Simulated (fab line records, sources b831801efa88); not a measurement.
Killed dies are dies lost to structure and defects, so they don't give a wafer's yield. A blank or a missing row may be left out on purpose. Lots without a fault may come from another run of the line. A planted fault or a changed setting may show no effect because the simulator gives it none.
fab line records | flow sky130
record lots=11 wafers=33 last_day=50
route steps=708 shown VIA4@650 METAL5@665 PASSIVATION@681 PAD_OPEN@708
lots that met no fault: from a run of the same line without faults
start_h: hours from the record's first day to the start of the lot's first wafer shown | wait_h: hours since the lot's step before | " the same as in the row above | L1.1+2: a row that stands for several wafers | - no value, or no start given | * or withheld: withheld | < > ~ a bound
route shown NAME@n: a module of which the file shows steps, and the number in the route of the first | usual: mean/standard deviation of fault-free wafers | same: alike in all rows | chamber/n: place in a boat | sites: the reading at each site | _std_site: their standard deviation | _edge_site: outer sites' mean less inner sites' | radius_mm: how far each site lies from the wafer's centre | mask NAME#n: copy n | behind: the tool/chamber that last shaped the wafer | hold: why the lot was held/for how many hours/how that ended | device: the transistor (n, p or np) that didn't switch | end of line: the same wafers' tests at the end of the route | a step without rows: its recipe alone | killed: dies lost to structure and defects at the first sort, not the wafer's yield | map: a wafer's dies, x killed, . not, _ none there
set.NAME: the setting as run; set.NAME@STEP: as run at that earlier step | model.NAME: the simulator's own value behind a step, which no gauge read
steps of the route over a sample of lots; a table a step, a row a wafer
services: from which hour (start_h, from the record's first day; less than 0 if before it) a tool's chamber was out of use, for how many hours, and why
## steps
# step SKY_VIA4_OVL_MEAS_11
# usual VIA4_OVL=-0.6/1.5
# columns lot.wafer tool chamber start_h wait_h VIA4_OVL[nm]
L970.2 overlay-02 - 1009.74 0.1 1.8
L970.4 " - " " 1.2
L970.6 " - " " 1.2
L971.1 overlay-02 - 1013.16 0.1 -1.6
L971.2 " - " " 1.7
L971.4 " - " " 0.6
L973.2 overlay-02 - 1024.74 0.1 0.8
L973.4 " - " " -0.5
L973.6 " - " " -0.2
L980.2 overlay-02 - 1069.62 0.1 0.6
L980.4 " - " " 0.4
L980.6 " - " " -1.5
L983.2 overlay-02 - 1107.57 0.1 0.5
L983.4 " - " " 1.1
L983.5 " - " " -0.4
L984.1 overlay-02 - 1109.16 0.1 -0.3
L984.3 " - " " -1.9
L984.4 " - " " -3.8
L985.2 overlay-01 - 1109.47 0.1 -0.8
L985.3 " - " " 0.7
L985.4 " - " " -0.9
L986.1 overlay-01 - 1110.86 0.1 0.0
L986.4 " - " " -0.8
L986.6 " - " " -0.4
L987.2 overlay-01 - 1111.44 0.1 -1.2
L987.3 " - " " -1.0
L987.6 " - " " -2.6
L989.2 overlay-02 - 1116.17 0.1 3.1
L989.5 " - " " 2.8
L989.6 " - " " 1.2
L991.1 overlay-01 - 1133.98 0.1 -0.6
L991.2 " - " " 0.3
L991.5 " - " " 0.7
# step SKY_METAL5_SPUTTER_04
# recipe material=TiN target_thk_nm=70 power_w=6500 time_s=58.3 chamber_pressure_pa=0.4
# usual throttle_valve_pct=29.7/1.1
# columns lot.wafer tool chamber start_h wait_h throttle_valve_pct
L970.2 pvd_sputter-02 - 1011.24 0.0 30.5
L970.4 " - " " 30.5
L970.6 " - " " 29.3
L971.1 pvd_sputter-01 - 1014.67 0.0 29.8
L971.2 " - " " 30.9
L971.4 " - " " 30.0
L973.2 pvd_sputter-04 - 1026.46 0.0 30.1
L973.4 " - " " 31.4
L973.6 " - " " 30.5
L980.2 pvd_sputter-04 - 1071.27 0.0 30.2
L980.4 " - " " 30.0
L980.6 " - " " 27.4
L983.2 pvd_sputter-01 - 1109.11 0.0 30.1
L983.4 " - " " 29.6
L983.5 " - " " 30.1
L984.1 pvd_sputter-02 - 1111.14 0.0 29.1
L984.3 " - " " 30.5
L984.4 " - " " 30.7
L985.2 pvd_sputter-01 - 1111.24 0.0 30.0
L985.3 " - " " 31.1
L985.4 " - " " 29.6
L986.1 pvd_sputter-04 - 1112.46 0.0 31.3
L986.4 " - " " 29.9
L986.6 " - " " 27.7
L987.2 pvd_sputter-02 - 1113.09 0.0 30.3
L987.3 " - " " 27.5
L987.6 " - " " 29.2
L989.2 pvd_sputter-02 - 1117.67 0.0 29.0
L989.5 " - " " 30.2
L989.6 " - " " 29.0
L991.1 pvd_sputter-02 - 1135.49 0.0 30.4
L991.2 " - " " 28.9
L991.5 " - " " 27.5
# step SKY_METAL5_RS_MEAS_05
# recipe thk_meas_gauge=four-point-probe reads=TiN_of_METAL5_SPUTTER_04+Ti_of_METAL5_SPUTTER_03+AlCu_of_METAL5_SPUTTER_02+TiN_of_METAL5_SPUTTER_01+Ti_of_METAL5_SPUTTER_00
# usual METAL5_ALCU_RS=0.02693/0.00023
# columns lot.wafer tool chamber start_h wait_h METAL5_ALCU_RS[ohm/sq]
L970.2 film_metro-02 - 1011.31 0.0 0.027
L970.4 " - " " 0.02712
L970.6 " - " " 0.02697
L971.1 film_metro-04 - 1014.72 0.0 0.02703
L971.2 " - " " 0.02719
L971.4 " - " " 0.02712
L973.2 film_metro-04 - 1026.53 0.0 0.02702
L973.4 " - " " 0.02678
L973.6 " - " " 0.02689
L980.2 film_metro-02 - 1071.33 0.0 0.02662
L980.4 " - " " 0.02676
L980.6 " - " " 0.02671
L983.2 film_metro-03 - 1109.18 0.0 0.02669
L983.4 " - " " 0.0269
L983.5 " - " " 0.0269
L984.1 film_metro-02 - 1111.19 0.0 0.02728
L984.3 " - " " 0.02746
L984.4 " - " " 0.02762
L985.2 film_metro-03 - 1111.31 0.0 0.02686
L985.3 " - " " 0.02685
L985.4 " - " " 0.02691
L986.1 film_metro-02 - 1112.51 0.0 0.02726
L986.4 " - " " 0.02696
L986.6 " - " " 0.02708
L987.2 film_metro-02 - 1113.17 0.0 0.02662
L987.3 " - " " 0.02669
L987.6 " - " " 0.0264
L989.2 film_metro-04 - 1117.74 0.0 0.02684
L989.5 " - " " 0.02705
L989.6 " - " " 0.02681
L991.1 film_metro-03 - 1135.54 0.0 0.02707
L991.2 " - " " 0.02684
L991.5 " - " " 0.02718
# step SKY_PASSIVATION_CVD_00
# recipe material=SiO2 target_thk_nm=90 temp_c=400 time_s=withheld rf_w=600
# usual heater_power_w=723/110
# columns lot.wafer tool chamber start_h wait_h heater_power_w
L970.2 pecvd-02 2 1035.29 0.0 509
L970.4 " 2 " " 502
L970.6 " 0 " " 784
L971.1 pecvd-03 0 1038.97 0.0 613
L971.2 " 2 " " 710
L971.4 " 0 " " 630
L973.2 pecvd-02 2 1050.03 0.0 530
L973.4 " 2 " " 538
L973.6 " 1 " " 774
L980.2 pecvd-02 0 1093.35 0.0 731
L980.4 " 1 " " 633
L980.6 " 0 " " 748
L983.2 pecvd-02 1 1129.03 0.0 666
L983.4 " 0 " " 811
L983.5 " 2 " " 536
L984.1 pecvd-03 2 1130.75 0.0 811
L984.3 " 1 " " 616
L984.4 " 0 " " 676
L985.2 pecvd-03 2 1131.71 0.0 824
L985.3 " 0 " " 690
L985.4 " 1 " " 623
L986.1 pecvd-03 2 1132.87 0.0 785
L986.4 " 2 " " 801
L986.6 " 1 " " 668
L987.2 pecvd-03 1 1133.14 0.0 613
L987.3 " 2 " " 735
L987.6 " 1 " " 653
L989.2 pecvd-03 1 1137.36 0.0 603
L989.5 " 2 " " 739
L989.6 " 1 " " 621
L991.1 pecvd-03 0 1154.66 0.0 665
L991.2 " 2 " " 848
L991.5 " 1 " " 682
# step SKY_PASSIVATION_THK_MEAS_01
# recipe reads=SiO2_of_PASSIVATION_CVD_00
# usual PASSIVATION_CVD_00_THK=90.6/1.1
# columns lot.wafer tool chamber start_h wait_h hold PASSIVATION_CVD_00_THK[nm]
L970.2 film_metro-01 - 1035.32 - - 90.1
L970.4 " - " " - 91.3
L970.6 " - " " - 91.2
L971.1 film_metro-03 - 1038.99 - - 89.9
L971.2 " - " " - 90.9
L971.4 " - " " - 91.8
L973.2 film_metro-01 - 1050.18 - - 91.8
L973.4 " - " " - 92.1
L973.6 " - " " - 92.4
L980.2 film_metro-01 - 1093.39 - await_dispo/0.2h/release 117.4
L980.4 " - " " await_dispo/0.2h/release 90.8
L980.6 " - " " await_dispo/0.2h/release 118.7
L980.2 film_metro-01 - 1093.73 0.3 - 117.3
L980.4 " - " " - 90.8
L980.6 " - " " - 118.7
L983.2 film_metro-04 - 1129.06 - await_dispo/0.2h/release 90.0
L983.4 " - " " await_dispo/0.2h/release 118.8
L983.5 " - " " await_dispo/0.2h/release 91.5
L983.2 film_metro-04 - 1129.29 0.2 - 90.0
L983.4 " - " " - 118.8
L983.5 " - " " - 91.5
L984.1 film_metro-04 - 1130.77 - - 90.7
L984.3 " - " " - 88.8
L984.4 " - " " - 91.8
L985.2 film_metro-01 - 1131.74 - - 90.9
L985.3 " - " " - 90.4
L985.4 " - " " - 91.1
L986.1 film_metro-03 - 1132.89 - - 89.8
L986.4 " - " " - 90.7
L986.6 " - " " - 91.8
L987.2 film_metro-01 - 1133.17 - - 88.6
L987.3 " - " " - 89.8
L987.6 " - " " - 92.3
L989.2 film_metro-03 - 1137.39 - - 89.2
L989.5 " - " " - 89.7
L989.6 " - " " - 90.6
L991.1 film_metro-04 - 1154.68 - - 90.0
L991.2 " - " " - 89.6
L991.5 " - " " - 90.7
# step SKY_PAD_OPEN_PROBE_99
# usual defect_limited_yield=82.7/2 killed_at_M0_to_M3=42/6.8 killed_at_M4_up=3.2/1.8 killed_at_contacts=25/5.4 killed_at_front_end=15/4.5 killed_at_other=0.3/0.56 killed_dies=85/9.7 killed_open=46/7.1 killed_short=39/6.5 sort_bin_3_pad_short=0.9/0.42 sort_bin_5_function=10.4/1.5 sort_bin_6_memory=6.1/1.1 sort_n_pass=407/9.7 sort_yield_pct=82.7/2
# same gross_dies=492 killed_at_back_side=0 sort_bin_4_leakage[%]=0 sort_bin_8_speed[%]=0
# columns lot.wafer tool chamber start_h wait_h defect_limited_yield[%] killed_at_M0_to_M3 killed_at_M4_up killed_at_contacts killed_at_front_end killed_at_other killed_dies killed_open killed_short sort_bin_3_pad_short[%] sort_bin_5_function[%] sort_bin_6_memory[%] sort_n_pass sort_yield_pct[%]
L970.2 prober-01 - 1081.69 0.1 84.6 39 3 24 10 0 76 41 35 1.2 8.3 5.9 416 84.6
L970.4 prober-01 - 1081.79 0.2 82.9 35 2 33 14 0 84 55 29 0.2 10.8 6.1 408 82.9
L970.6 prober-01 - 1081.89 0.2 83.5 39 7 24 11 0 81 42 39 0.8 8.5 7.1 411 83.5
L971.1 prober-02 - 1084.68 0.1 86.8 40 2 11 12 0 65 35 30 1.2 7.9 4.1 427 86.8
L971.2 prober-02 - 1084.73 0.1 85.8 43 2 17 7 1 70 40 30 0.6 8.5 5.1 422 85.8
L971.4 prober-02 - 1084.83 0.2 84.8 42 5 17 11 0 75 37 38 1.0 9.3 4.9 417 84.8
L973.2 prober-02 - 1094.68 0.1 85.0 31 4 24 15 0 74 38 36 0.4 8.5 6.1 418 85.0
L973.4 prober-02 - 1094.78 0.2 82.1 41 5 26 16 0 88 55 33 0.6 10.2 7.1 404 82.1
L973.6 prober-02 - 1094.88 0.2 85.0 39 4 21 10 0 74 34 40 0.8 10.0 4.3 418 85.0
L980.2 prober-01 - 1135.58 0.1 81.3 51 6 20 15 0 92 57 35 1.2 10.4 7.1 400 81.3
L980.4 prober-01 - 1135.68 0.2 83.7 40 3 27 9 1 80 44 36 0.4 8.9 6.9 412 83.7
L980.6 prober-01 - 1135.78 0.2 81.3 39 5 24 23 1 92 40 52 0.4 10.8 7.5 400 81.3
L983.2 prober-01 - 1168.21 0.1 81.1 51 3 25 14 0 93 54 39 0.4 12.0 6.5 399 81.1
L983.4 prober-01 - 1168.31 0.2 80.1 43 1 35 19 0 98 53 45 0.8 13.6 5.5 394 80.1
L983.5 prober-01 - 1168.36 0.2 83.5 44 4 22 11 0 81 48 33 1.0 8.5 6.9 411 83.5
L984.1 prober-01 - 1169.83 0.1 79.9 53 5 25 16 0 99 48 51 1.4 11.8 6.9 393 79.9
L984.3 prober-01 - 1169.93 0.2 79.5 51 4 29 17 0 101 50 51 1.6 11.8 7.1 391 79.5
L984.4 prober-01 - 1169.98 0.2 82.9 44 1 28 10 1 84 50 34 0.4 10.0 6.7 408 82.9
L985.2 prober-01 - 1171.03 0.1 82.7 46 2 24 13 0 85 46 39 1.8 10.0 5.5 407 82.7
L985.3 prober-01 - 1171.08 0.2 79.5 55 1 26 19 0 101 55 46 1.2 12.2 7.1 391 79.5
L985.4 prober-01 - 1171.13 0.2 83.9 36 3 22 18 0 79 38 41 1.2 10.8 4.1 413 83.9
L986.1 prober-01 - 1171.53 0.1 82.3 34 2 31 20 0 87 53 33 0.8 11.0 5.9 405 82.3
L986.4 prober-01 - 1171.68 0.2 85.4 31 3 25 13 0 72 35 34 0.6 9.1 4.9 420 85.4
L986.6 prober-01 - 1171.78 0.2 81.1 41 2 37 13 0 93 53 39 0.8 11.2 6.9 399 81.1
L987.2 prober-01 - 1172.98 0.1 81.7 40 2 32 16 0 90 54 36 0.6 9.3 8.3 402 81.7
L987.3 prober-01 - 1173.03 0.2 77.8 46 4 43 15 1 109 58 51 0.8 13.6 7.7 383 77.8
L987.6 prober-01 - 1173.18 0.2 82.7 46 1 20 18 0 85 48 37 0.4 9.8 7.1 407 82.7
L989.2 prober-01 - 1176.28 0.1 86.6 39 0 16 11 0 66 42 24 0.4 7.5 5.5 426 86.6
L989.5 prober-01 - 1176.43 0.2 85.8 35 2 17 16 0 70 39 30 0.4 10.8 3.0 422 85.8
L989.6 prober-01 - 1176.48 0.2 81.1 46 0 31 16 0 93 57 36 1.4 10.4 7.1 399 81.1
L991.1 prober-02 - 1190.62 0.1 85.6 38 2 21 10 0 71 40 31 0.6 9.8 4.1 421 85.6
L991.2 prober-02 - 1190.67 0.1 81.5 47 2 29 12 1 91 35 56 1.2 10.8 6.5 401 81.5
L991.5 prober-02 - 1190.82 0.2 82.7 40 6 15 22 2 85 45 40 0.6 10.2 6.5 407 82.7
# killed by level:class
L970.2 CONTACT:geometric_particle:open=10 VIA1:geometric_particle:short=9 VIA1:geometric_particle:open=8 LI_CONTACT:geometric_particle:open=7 VIA3:geometric_particle:open=6 POLY_GATE:geometric_particle:short=4 METAL1:geometric_particle:short=4 LI_CONTACT:geometric_particle:short=3
L970.4 CONTACT:geometric_particle:open=14 VIA1:geometric_particle:open=10 LI_CONTACT:geometric_particle:open=8 VIA2:geometric_particle:open=7 CONTACT:geometric_particle:short=5 FIELD_ISO:geometric_particle:open=4 VIA3:geometric_particle:open=4 POLY_GATE:geometric_particle:short=3
L970.6 VIA1:geometric_particle:open=13 CONTACT:geometric_particle:short=9 VIA2:geometric_particle:open=6 METAL4:geometric_particle:short=6 CONTACT:geometric_particle:open=5 METAL2:geometric_particle:short=4 VIA3:geometric_particle:open=4 VIA1:geometric_particle:short=3
L971.1 VIA3:geometric_particle:open=10 VIA1:geometric_particle:open=9 METAL1:geometric_particle:short=8 FIELD_ISO:geometric_particle:short=6 LI_CONTACT:geometric_particle:open=5 VIA2:geometric_particle:open=4 POLY_GATE:geometric_particle:short=3 CONTACT:geometric_particle:open=3
L971.2 VIA1:geometric_particle:open=8 VIA2:geometric_particle:open=7 VIA1:geometric_particle:short=6 CONTACT:geometric_particle:open=5 CONTACT:geometric_particle:short=5 VIA3:geometric_particle:open=5 LI_CONTACT:geometric_particle:open=4 VIA3:geometric_particle:short=4
L971.4 VIA1:geometric_particle:open=8 VIA2:geometric_particle:open=6 CONTACT:geometric_particle:open=5 METAL2:geometric_particle:short=5 VIA3:geometric_particle:open=5 LI_CONTACT:geometric_particle:open=4 LOCAL_INTERCONNECT:geometric_particle:short=4 METAL1:geometric_particle:short=4
L973.2 CONTACT:geometric_particle:open=9 METAL2:geometric_particle:short=7 LI_CONTACT:geometric_particle:open=6 FIELD_ISO:geometric_particle:short=5 VIA3:geometric_particle:open=5 LOCAL_INTERCONNECT:geometric_particle:short=4 CONTACT:geometric_particle:short=4 POLY_GATE:geometric_particle:open=3
L973.4 CONTACT:geometric_particle:open=11 VIA1:geometric_particle:open=9 VIA2:geometric_particle:open=9 METAL2:geometric_particle:short=7 VIA3:geometric_particle:open=7 LI_CONTACT:geometric_particle:open=6 POLY_GATE:geometric_particle:short=5 FIELD_ISO:geometric_particle:open=4
L973.6 METAL1:geometric_particle:short=7 VIA1:geometric_particle:open=7 CONTACT:geometric_particle:open=6 METAL2:geometric_particle:short=5 VIA3:geometric_particle:open=5 LI_CONTACT:geometric_particle:open=4 POLY_GATE:geometric_particle:short=4 CONTACT:geometric_particle:short=4
L980.2 VIA1:geometric_particle:open=13 VIA3:geometric_particle:open=11 LI_CONTACT:geometric_particle:open=8 METAL2:geometric_particle:short=6 CONTACT:geometric_particle:open=5 VIA2:geometric_particle:open=5 FIELD_ISO:geometric_particle:open=4 POLY_GATE:geometric_particle:short=4
L980.4 VIA1:geometric_particle:open=10 LI_CONTACT:geometric_particle:open=8 CONTACT:geometric_particle:open=8 VIA3:geometric_particle:open=7 METAL2:geometric_particle:short=7 VIA2:geometric_particle:open=6 LOCAL_INTERCONNECT:geometric_particle:short=4 CONTACT:geometric_particle:short=4
L980.6 POLY_GATE:geometric_particle:short=7 LI_CONTACT:geometric_particle:open=7 VIA3:geometric_particle:open=7 METAL2:geometric_particle:short=6 FIELD_ISO:geometric_particle:short=5 CONTACT:geometric_particle:open=5 VIA1:geometric_particle:short=5 FIELD_ISO:geometric_particle:open=4
L983.2 VIA1:geometric_particle:open=10 METAL1:geometric_particle:short=9 VIA2:geometric_particle:open=9 LI_CONTACT:geometric_particle:open=8 CONTACT:geometric_particle:open=7 VIA3:geometric_particle:open=7 LOCAL_INTERCONNECT:geometric_particle:short=5 FIELD_ISO:geometric_particle:open=4
L983.4 LI_CONTACT:geometric_particle:open=12 VIA1:geometric_particle:open=9 CONTACT:geometric_particle:open=9 VIA2:geometric_particle:open=8 FIELD_ISO:geometric_particle:short=7 CONTACT:geometric_particle:short=7 VIA3:geometric_particle:open=6 METAL2:geometric_particle:short=4
L983.5 VIA3:geometric_particle:open=10 CONTACT:geometric_particle:open=9 LI_CONTACT:geometric_particle:open=6 VIA1:geometric_particle:open=6 VIA2:geometric_particle:open=5 METAL3:geometric_particle:short=4 VIA1:geometric_particle:short=4 METAL2:geometric_particle:short=4
L984.1 VIA1:geometric_particle:open=11 METAL1:geometric_particle:short=10 VIA2:geometric_particle:open=9 VIA1:geometric_particle:short=7 LI_CONTACT:geometric_particle:short=6 CONTACT:geometric_particle:short=6 CONTACT:geometric_particle:open=6 POLY_GATE:geometric_particle:short=5
L984.3 VIA1:geometric_particle:open=12 LI_CONTACT:geometric_particle:open=10 VIA2:geometric_particle:open=7 METAL1:geometric_particle:short=6 VIA1:geometric_particle:short=6 METAL2:geometric_particle:short=6 FIELD_ISO:geometric_particle:short=5 POLY_GATE:geometric_particle:short=5
L984.4 VIA1:geometric_particle:open=12 CONTACT:geometric_particle:open=10 METAL2:geometric_particle:short=8 LI_CONTACT:geometric_particle:open=7 VIA2:geometric_particle:open=7 VIA3:geometric_particle:open=7 LI_CONTACT:geometric_particle:short=5 POLY_GATE:geometric_particle:open=4
L985.2 VIA2:geometric_particle:open=11 METAL1:geometric_particle:short=10 LI_CONTACT:geometric_particle:open=7 VIA1:geometric_particle:open=7 CONTACT:geometric_particle:open=6 VIA3:geometric_particle:open=6 LOCAL_INTERCONNECT:geometric_particle:short=5 CONTACT:geometric_particle:short=5
L985.3 VIA1:geometric_particle:open=14 CONTACT:geometric_particle:open=8 METAL2:geometric_particle:short=7 METAL1:geometric_particle:short=7 LI_CONTACT:geometric_particle:open=6 VIA2:geometric_particle:open=6 VIA3:geometric_particle:open=6 POLY_GATE:geometric_particle:open=5
L985.4 CONTACT:geometric_particle:short=8 VIA2:geometric_particle:open=8 POLY_GATE:geometric_particle:open=6 POLY_GATE:geometric_particle:short=6 CONTACT:geometric_particle:open=6 METAL1:geometric_particle:short=5 VIA1:geometric_particle:short=5 VIA1:geometric_particle:open=5
L986.1 CONTACT:geometric_particle:open=15 VIA3:geometric_particle:open=8 VIA1:geometric_particle:open=8 POLY_GATE:geometric_particle:short=7 LI_CONTACT:geometric_particle:open=6 METAL1:geometric_particle:short=6 CONTACT:geometric_particle:short=5 VIA2:geometric_particle:open=5
L986.4 CONTACT:geometric_particle:open=9 VIA1:geometric_particle:open=8 METAL2:geometric_particle:short=7 LI_CONTACT:geometric_particle:open=6 POLY_GATE:geometric_particle:short=5 LOCAL_INTERCONNECT:geometric_particle:short=4 METAL3:geometric_particle:short=4 CONTACT:geometric_particle:short=3
L986.6 VIA1:geometric_particle:open=13 CONTACT:geometric_particle:open=13 CONTACT:geometric_particle:short=13 LI_CONTACT:geometric_particle:open=7 METAL2:geometric_particle:short=7 VIA3:geometric_particle:open=7 FIELD_ISO:geometric_particle:open=4 POLY_GATE:geometric_particle:open=3
L987.2 CONTACT:geometric_particle:open=13 FIELD_ISO:geometric_particle:open=7 LI_CONTACT:geometric_particle:open=7 VIA1:geometric_particle:short=7 VIA1:geometric_particle:open=7 LOCAL_INTERCONNECT:geometric_particle:short=6 VIA3:geometric_particle:open=6 VIA2:geometric_particle:open=5
L987.3 CONTACT:geometric_particle:short=14 CONTACT:geometric_particle:open=12 LI_CONTACT:geometric_particle:open=8 VIA3:geometric_particle:open=8 VIA1:geometric_particle:open=7 METAL1:geometric_particle:short=5 METAL1:geometric_particle:open=5 VIA2:geometric_particle:short=5
L987.6 VIA1:geometric_particle:open=15 CONTACT:geometric_particle:open=9 VIA3:geometric_particle:open=7 METAL2:geometric_particle:short=6 FIELD_ISO:geometric_particle:short=5 POLY_GATE:geometric_particle:short=5 LI_CONTACT:geometric_particle:open=5 FIELD_ISO:geometric_particle:open=3
L989.2 VIA1:geometric_particle:open=9 LI_CONTACT:geometric_particle:open=7 VIA2:geometric_particle:open=7 CONTACT:geometric_particle:open=5 FIELD_ISO:geometric_particle:short=4 POLY_GATE:geometric_particle:open=4 VIA1:geometric_particle:short=4 METAL2:geometric_particle:short=4
L989.5 CONTACT:geometric_particle:open=7 VIA1:geometric_particle:open=7 VIA2:geometric_particle:open=6 VIA3:geometric_particle:open=6 FIELD_ISO:geometric_particle:short=5 METAL2:geometric_particle:short=5 LI_CONTACT:geometric_particle:open=4 LOCAL_INTERCONNECT:geometric_particle:short=4
L989.6 VIA1:geometric_particle:open=14 CONTACT:geometric_particle:open=12 VIA2:geometric_particle:open=8 LI_CONTACT:geometric_particle:open=7 VIA3:geometric_particle:open=6 LOCAL_INTERCONNECT:geometric_particle:short=5 FIELD_ISO:geometric_particle:short=4 FIELD_ISO:geometric_particle:open=4
L991.1 VIA1:geometric_particle:open=10 METAL1:geometric_particle:short=10 FIELD_ISO:geometric_particle:open=7 LI_CONTACT:geometric_particle:open=7 CONTACT:geometric_particle:open=7 VIA3:geometric_particle:open=5 VIA1:geometric_particle:short=4 METAL2:geometric_particle:short=3
L991.2 LI_CONTACT:geometric_particle:open=8 VIA3:geometric_particle:short=8 METAL2:geometric_particle:short=7 CONTACT:geometric_particle:open=7 CONTACT:geometric_particle:short=6 VIA1:geometric_particle:short=6 LOCAL_INTERCONNECT:geometric_particle:short=5 METAL1:geometric_particle:short=5
L991.5 POLY_GATE:geometric_particle:open=9 VIA3:geometric_particle:open=9 VIA1:geometric_particle:open=7 VIA1:geometric_particle:short=7 CONTACT:geometric_particle:open=6 FIELD_ISO:geometric_particle:open=5 METAL1:geometric_particle:short=5 METAL4:geometric_particle:short=5
## services
# columns tool chamber start_h hours kind
pecvd-02 - 991.77 0.7 repair
pecvd-03 1 999.38 - clean
pecvd-03 1 999.38 - consumable_replace:showerhead
pecvd-03 1 999.38 29.0 scheduled_down
pecvd-03 1 999.38 29.0 vent_cycle
pecvd-02 1 1018.74 10.4 repair
pvd_sputter-02 - 1024.18 5.1 repair
pvd_sputter-02 - 1072.05 6.8 repair
pvd_sputter-01 1 1078.08 - consumable_replace:kit
pvd_sputter-01 1 1078.08 18.0 scheduled_down
pvd_sputter-01 1 1078.08 18.0 vent_cycle
pvd_sputter-04 1 1084.32 - consumable_replace:kit
pvd_sputter-04 1 1084.32 18.0 scheduled_down
pvd_sputter-04 1 1084.32 18.0 vent_cycle
pvd_sputter-04 - 1088.06 6.4 repair
pecvd-02 2 1089.69 5.5 scheduled_down
pecvd-03 2 1090.70 19.8 repair
pvd_sputter-02 3 1113.15 - consumable_replace:kit
pvd_sputter-02 3 1113.15 18.0 scheduled_down
pvd_sputter-02 3 1113.15 18.0 vent_cycle
pecvd-02 - 1130.33 26.2 repair
## key
first_sign step=SKY_PASSIVATION_THK_MEAS_01 reading=visit direction=added
effect step=SKY_PASSIVATION_THK_MEAS_01 reading=PASSIVATION_CVD_00_THK direction=up sigmas=26 usual=90.6 struck=118.3
met_at SKY_PASSIVATION_CVD_00
struck_lots L980,L983
struck_wafers L980.2,L980.6,L983.4
not_acting_at SKY_VIA4_OVL_MEAS_11,SKY_METAL5_SPUTTER_04,SKY_METAL5_RS_MEAS_05
onset_between 1035.29 1093.35
fault kind=process_parameter_drift tool=pecvd-02 chamber=0 onset_h=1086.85 steps=SKY_PASSIVATION_CVD_00 channel=target_thk_nm offset=26.69 shape=step end_h=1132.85 acts_in=these_recipes_only stated=90
